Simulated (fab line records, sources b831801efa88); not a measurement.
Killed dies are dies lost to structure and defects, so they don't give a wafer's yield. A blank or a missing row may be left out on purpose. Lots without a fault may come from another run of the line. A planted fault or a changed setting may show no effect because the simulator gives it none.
Which tool did it? | flow gf180mcu | 13 lots, 39 wafers sampled, at 5 steps of a route of 602

WHAT THE GAUGES READ, wafer by wafer
GF_HV_LDD_CD_MEAS_07: target cd 400 nm.
lot  | measured     | on        | cd_nm (nm)
L244 | day 10 07:24 | cd_sem-01 | 398.8 400.2 400.1
L245 | day 10 20:14 | cd_sem-01 | 399.2 401.1 400.2
L246 | day 11 03:34 | cd_sem-01 | 399.7 399.8 399.2
L249 | day 12 01:53 | cd_sem-02 | 400.0 398.0 399.9
L253 | day 13 04:53 | cd_sem-01 | 401.7 402.1 401.1
L254 | day 13 14:46 | cd_sem-02 | 401.7 402.2 399.6
L255 | day 13 21:14 | cd_sem-01 | 401.4 400.6 400.4
L258 | day 14 16:08 | cd_sem-01 | 399.8 399.7 400.6
L259 | day 14 23:29 | cd_sem-01 | 396.8 395.9 397.1
L260 | day 15 07:42 | cd_sem-01 | 398.3 398.5 399.5
L263 | day 16 08:52 | cd_sem-01 | 400.6 398.6 400.9
L265 | day 16 22:38 | cd_sem-02 | 402.0 402.6 403.3
L266 | day 17 02:33 | cd_sem-01 | 399.7 399.0 398.0

GF_HV_LDD_OVL_MEAS_08.
lot  | measured     | on         | HV_LDD_OVL (nm)
L244 | day 10 07:31 | overlay-01 | -0.6 -0.6 -0.5
L245 | day 10 20:22 | overlay-02 | 1.4 -1.3 0.8
L246 | day 11 03:41 | overlay-02 | 3.2 3.2 2.9
L249 | day 12 02:00 | overlay-01 | 0.4 -0.6 0.5
L253 | day 13 05:01 | overlay-02 | 0.2 -0.6 1.6
L254 | day 13 14:53 | overlay-01 | 2.0 1.3 2.0
L255 | day 13 21:21 | overlay-02 | -1.1 -1.3 -0.1
L258 | day 14 16:15 | overlay-01 | 1.6 -0.8 0.2
L259 | day 14 23:37 | overlay-01 | 1.2 2.4 1.8
L260 | day 15 07:49 | overlay-02 | -0.7 1.2 -0.5
L263 | day 16 08:59 | overlay-01 | 2.9 1.8 1.6
L265 | day 16 22:43 | overlay-01 | 0.5 0.5 0.6
L266 | day 17 02:40 | overlay-01 | 0.5 2.1 2.5

GF_HV_LDD_RS_MEAS_53: measures by four-point-probe.
lot  | measured     | on            | HV_LDD_RS (ohm/sq)
L244 | day 12 16:55 | film_metro-03 | 417.6 417.4 416.8
L245 | day 13 08:09 | film_metro-04 | 417.7 418.3 416.9
L246 | day 13 15:33 | film_metro-04 | 415.4 415.8 416.6
L249 | day 14 16:04 | film_metro-03 | 417.0 416.1 416.5
L253 | day 15 22:14 | film_metro-02 | 415.6 416.5 416.5
L254 | day 16 07:02 | film_metro-04 | 419.8 419.3 420.1
L255 | day 16 16:59 | film_metro-02 | 421.2 419.7 420.3
L258 | day 17 11:01 | film_metro-02 | 418.3 417.1 417.5
L259 | day 17 19:40 | film_metro-03 | 417.9 416.8 417.5
L260 | day 18 05:45 | film_metro-04 | 416.6 417.4 417.1
L263 | day 19 07:44 | film_metro-04 | 417.8 417.6 418.8
L265 | day 19 23:07 | film_metro-03 | 418.4 418.3 418.4
L266 | day 20 04:17 | film_metro-03 | 416.5 417.5 416.8

WHICH TOOL RAN EACH LOT (tool, then ch and the chambers of the sampled wafers, then the start)
lot  | GF_HV_LDD_IMPLANT_35            | GF_HV_LDD_STRIP_49
L244 | implanter-02 ch 0, day 11 21:01 | plasma_asher-01 ch 0,1, day 12 16:39
L245 | implanter-02 ch 0, day 12 11:12 | plasma_asher-03 ch 0,1, day 13 07:50
L246 | implanter-01 ch 0, day 12 18:56 | plasma_asher-03 ch 0,1, day 13 15:14
L249 | implanter-01 ch 0, day 13 18:07 | plasma_asher-03 ch 0,1, day 14 15:47
L253 | implanter-03 ch 0, day 14 23:38 | plasma_asher-01 ch 0,1, day 15 21:58
L254 | implanter-01 ch 0, day 15 08:32 | plasma_asher-01 ch 0,1, day 16 06:44
L255 | implanter-01 ch 0, day 15 18:13 | plasma_asher-04 ch 0,1, day 16 16:41
L258 | implanter-03 ch 0, day 16 11:47 | plasma_asher-01 ch 0,1, day 17 10:44
L259 | implanter-03 ch 0, day 16 20:02 | plasma_asher-01 ch 0, day 17 19:23
L260 | implanter-03 ch 0, day 17 05:11 | plasma_asher-04 ch 0,1, day 18 05:28
L263 | implanter-03 ch 0, day 18 07:07 | plasma_asher-03 ch 0,1, day 19 07:26
L265 | implanter-02 ch 0, day 18 22:08 | plasma_asher-04 ch 0,1, day 19 22:49
L266 | implanter-02 ch 0, day 19 02:40 | plasma_asher-03 ch 0, day 20 03:59
- GF_HV_LDD_IMPLANT_35
- GF_HV_LDD_STRIP_49: strips in O2/N2.

WHAT THE TOOLS THEMSELVES READ (means of the sampled wafers that have a number; where no wafer has one, the mark that the record gives instead)
GF_HV_LDD_IMPLANT_35.
lot  | tool         | dose_ions_cm2 | faraday_current_uA
L244 | implanter-02 | 7.505e+12     | 42.3
L245 | implanter-02 | 7.497e+12     | 42.5
L246 | implanter-01 | 7.492e+12     | 42.3
L249 | implanter-01 | 7.493e+12     | 42.0
L253 | implanter-03 | 7.498e+12     | 42.3
L254 | implanter-01 | 6.587e+12     | 37.0
L255 | implanter-01 | 6.594e+12     | 36.8
L258 | implanter-03 | 7.496e+12     | 42.0
L259 | implanter-03 | 7.505e+12     | 42.0
L260 | implanter-03 | 7.504e+12     | 41.7
L263 | implanter-03 | 7.505e+12     | 42.0
L265 | implanter-02 | 7.499e+12     | 42.2
L266 | implanter-02 | 7.492e+12     | 41.8

GF_HV_LDD_STRIP_49.
lot  | tool            | chamber_pressure_mTorr (mTorr) | drypump_motor_current_A (A) | heater_power_w (W) | n2_flow_sccm (sccm) | oes_product_au (a.u.) | strip_time_to_endpoint_s (s)
L244 | plasma_asher-01 | 1498.3                         | 5.5                         | 356                | 300.0               | 0.713                 | 12.60
L245 | plasma_asher-03 | 1499.8                         | 5.9                         | 366                | 299.8               | 0.713                 | 12.60
L246 | plasma_asher-03 | 1499.1                         | 5.9                         | 367                | 299.9               | 0.709                 | 12.67
L249 | plasma_asher-03 | 1499.0                         | 5.7                         | 354                | 299.8               | 0.716                 | 12.60
L253 | plasma_asher-01 | 1501.4                         | 5.3                         | 375                | 299.0               | 0.717                 | 12.60
L254 | plasma_asher-01 | 1499.0                         | 5.5                         | 356                | 300.3               | 0.720                 | 12.60
L255 | plasma_asher-04 | 1500.8                         | 6.1                         | 311                | 300.0               | 0.721                 | 12.69
L258 | plasma_asher-01 | 1499.5                         | 5.5                         | 348                | 299.8               | 0.715                 | 12.63
L259 | plasma_asher-01 | 1499.7                         | 5.1                         | 395                | 300.9               | 0.717                 | 12.63
L260 | plasma_asher-04 | 1500.2                         | 6.3                         | 305                | 298.9               | 0.720                 | 12.68
L263 | plasma_asher-03 | 1500.8                         | 5.9                         | 363                | 300.4               | 0.717                 | 12.61
L265 | plasma_asher-04 | 1499.1                         | 6.4                         | 302                | 299.3               | 0.717                 | 12.58
L266 | plasma_asher-03 | 1502.1                         | 6.1                         | 371                | 299.0               | 0.721                 | 12.61

THE ANSWER, worked out from the rows above alone
Rule: what is usual is taken from the lots themselves. Put in order of their means at a reading, lots are off if they are a third of the lots or fewer, leave a main group of 4 or more, and stand apart from it by a gap of 3 or more times the standard deviation of the main group's means; of several such gaps the widest counts. A main group whose means are all the same, to the digits that the tables above print for the reading, isn't used. A lot without any number at a reading at which 4 lots or more have one is off too. The other lots that the step has rows for count as sound. The gauges are gone through in route order, then the tools' own readings, and for those a lot's mean is taken as printed above. The first step at which some lot is off is used, and at that step the reading that is off furthest; a lot without a number counts as furthest.
Off: L254, L255, at GF_HV_LDD_IMPLANT_35 (dose_ions_cm2). The main group: mean 7.499e+12, standard deviation 5e+09.
A tool fits if, at that step or a process step before it, it ran every lot that is off, and no sound lot after the first of them. One fits: implanter-01 at GF_HV_LDD_IMPLANT_35. Its last sound lot is L249 (day 13 18:07), its first lot that is off L254 (day 15 08:32): a fault that began between those two fits.
The tool's own readings at GF_HV_LDD_IMPLANT_35 bear it out: on the lots that are off they differ by more than 5 times the standard deviation of the sound lots' means. dose_ions_cm2 reads 6.590e+12 there against 7.499e+12 on the sound lots; faraday_current_uA reads 36.9 there against 42.1 on the sound lots.

WHAT THE SIMULATOR HAD PUT IN
Process parameter drift: implanter-01, from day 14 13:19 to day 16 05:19, at GF_HV_LDD_IMPLANT_35. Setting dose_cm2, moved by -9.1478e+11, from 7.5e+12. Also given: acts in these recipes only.
Lots struck among those shown: L254, L255. The rule above found the same.
